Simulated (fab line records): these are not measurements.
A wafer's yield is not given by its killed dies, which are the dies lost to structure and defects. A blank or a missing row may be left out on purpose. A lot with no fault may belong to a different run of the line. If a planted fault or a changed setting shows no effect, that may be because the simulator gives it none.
Which of the tools did it?    flow sky130    30 wafers from 10 lots sampled at 4 of the route's 708 steps

== WHAT THE GAUGES READ, wafer by wafer ==
SKY_CAPM_RS_MEAS_03: the measuring method here is four-point-probe.
lot   measured      on            CAPM_TIN_RS (ohm/sq)
L139  day 36 13:13  filmMetro-02  6.84 6.94 7.02
L140  day 37 08:25  filmMetro-02  6.76 6.87 6.86
L145  day 38 19:10  filmMetro-01  6.97 6.90 6.95
L150  day 40 04:43  filmMetro-02  6.87 6.87 6.76
L151  day 40 10:14  filmMetro-01  6.84 6.67 6.64
L153  day 41 02:36  filmMetro-03  6.93 6.91 6.90
L154  day 41 08:31  filmMetro-01  6.93 6.77 6.93
L157  day 42 00:20  filmMetro-02  6.96 6.91 6.93
L160  day 43 09:47  filmMetro-01  6.94 6.88 6.94
L161  day 43 10:55  filmMetro-03  6.94 6.94 6.91

== WHICH TOOL RAN EACH LOT (tool, then ch and the chambers of the sampled wafers, then the start) ==
lot   SKY_METAL2_SPUTTER_01        SKY_METAL3_SPUTTER_02        SKY_CAPM_SPUTTER_02
L139  pvdSputter-03, day 34 05:53  pvdSputter-03, day 36 12:53  pvdSputter-01, day 36 13:05
L140  pvdSputter-01, day 35 00:11  pvdSputter-03, day 37 08:07  pvdSputter-02, day 37 08:18
L145  pvdSputter-01, day 36 12:03  pvdSputter-04, day 38 18:52  pvdSputter-03, day 38 19:03
L150  pvdSputter-03, day 37 21:53  pvdSputter-03, day 40 04:26  pvdSputter-02, day 40 04:37
L151  pvdSputter-03, day 38 04:44  pvdSputter-03, day 40 09:55  pvdSputter-01, day 40 10:06
L153  pvdSputter-04, day 38 21:40  pvdSputter-04, day 41 02:17  pvdSputter-01, day 41 02:28
L154  pvdSputter-03, day 39 04:34  pvdSputter-04, day 41 08:13  pvdSputter-02, day 41 08:24
L157  pvdSputter-03, day 39 21:01  pvdSputter-02, day 42 00:00  pvdSputter-03, day 42 00:11
L160  pvdSputter-01, day 41 07:45  pvdSputter-02, day 43 09:28  pvdSputter-03, day 43 09:39
L161  pvdSputter-01, day 41 08:29  pvdSputter-02, day 43 10:37  pvdSputter-03, day 43 10:49
- SKY_METAL2_SPUTTER_01: material TiN, target thk 20 nm, time 16.7 s.
- SKY_METAL3_SPUTTER_02: material AlCu, target thk 735 nm, time 39.1 s.
- SKY_CAPM_SPUTTER_02: material TiN, target thk 200 nm, time 166.7 s.

== WHAT THE TOOLS THEMSELVES READ (means of the sampled wafers that have a number; where no wafer has one, the mark that the record gives instead) ==
SKY_METAL2_SPUTTER_01.
lot   tool           cathodeDcPowerW (W)  chamberPressurePa (Pa)  throttleValvePct (%)
L139  pvdSputter-03  6500.4               0.4013                  29.5
L140  pvdSputter-01  6500.4               0.4002                  30.2
L145  pvdSputter-01  6500.8               0.4006                  30.6
L150  pvdSputter-03  6500.4               0.3995                  29.9
L151  pvdSputter-03  6499.6               0.3997                  29.8
L153  pvdSputter-04  6499.7               0.3991                  31.2
L154  pvdSputter-03  6501.0               0.4001                  29.7
L157  pvdSputter-03  6499.9               0.3997                  29.8
L160  pvdSputter-01  6500.7               0.3999                  30.1
L161  pvdSputter-01  6500.6               0.4002                  30.5

SKY_METAL3_SPUTTER_02.
lot   tool           cathodeDcPowerW (W)  chamberPressurePa (Pa)  throttleValvePct (%)
L139  pvdSputter-03  10598                0.4005                  29.6
L140  pvdSputter-03  10600                0.4004                  29.7
L145  pvdSputter-04  10603                0.3998                  31.6
L150  pvdSputter-03  9570                 0.3995                  29.7
L151  pvdSputter-03  9570                 0.3998                  29.6
L153  pvdSputter-04  10600                0.3997                  30.9
L154  pvdSputter-04  10601                0.3993                  30.9
L157  pvdSputter-02  10599                0.3998                  30.2
L160  pvdSputter-02  10602                0.3999                  29.4
L161  pvdSputter-02  10602                0.4001                  30.6

SKY_CAPM_SPUTTER_02.
lot   tool           cathodeDcPowerW (W)  chamberPressurePa (Pa)  throttleValvePct (%)
L139  pvdSputter-01  6499.9               0.4003                  30.1
L140  pvdSputter-02  6499.6               0.4004                  30.6
L145  pvdSputter-03  6500.6               0.3998                  30.0
L150  pvdSputter-02  6501.0               0.3996                  30.4
L151  pvdSputter-01  6500.1               0.3998                  29.4
L153  pvdSputter-01  6499.7               0.3996                  30.6
L154  pvdSputter-02  6500.6               0.4002                  29.5
L157  pvdSputter-03  6500.0               0.3992                  29.5
L160  pvdSputter-03  6500.6               0.4008                  30.1
L161  pvdSputter-03  6499.0               0.4000                  29.7

== THE ANSWER, worked out from the rows above alone ==
Rule: usual is defined by the lots themselves. Put in order of their means at a reading, lots are off if they are a third of the lots or fewer, leave a main group of 4 or more, and stand apart from it by a gap of 3 or more times the standard deviation of the main group's means; of several such gaps the widest counts. A main group whose means are all the same, to the digits that the tables above print for the reading, isn't used. Also off: a lot with no number at a reading for which 4 or more lots have one. Where the step has rows for the other lots, those lots are counted as sound. After the gauges, taken in route order, come the tools' own readings; for these a lot's mean is taken, as printed above. The first step at which some lot is off is used, and at that step the reading that is off furthest; a lot without a number counts as furthest.
Off, at SKY_METAL3_SPUTTER_02 on cathodeDcPowerW: L150, L151. Main group: mean 10601 W, sd 1.6.
If a tool, at that step or one of the process steps before it, ran each lot that is off and ran no sound lot following the first of them, it fits. One fits: SKY_METAL3_SPUTTER_02 on pvdSputter-03. A fault onset in the window from L140 (day 37 08:07, its last sound lot) to L150 (day 40 04:26, its first lot off) fits.
On the lots that are off, the tool's own readings at SKY_METAL3_SPUTTER_02 differ by more than 5 times the standard deviation of the sound lots' means, which bears it out; cathodeDcPowerW reads 9570 W there versus 10601 W on the sound lots.

== WHAT WAS PUT IN BY THE SIMULATOR ==
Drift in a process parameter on pvdSputter-03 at SKY_METAL3_SPUTTER_02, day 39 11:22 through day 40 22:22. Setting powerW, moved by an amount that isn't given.
Struck lots among those shown: L150, L151. Same finding as the rule above.
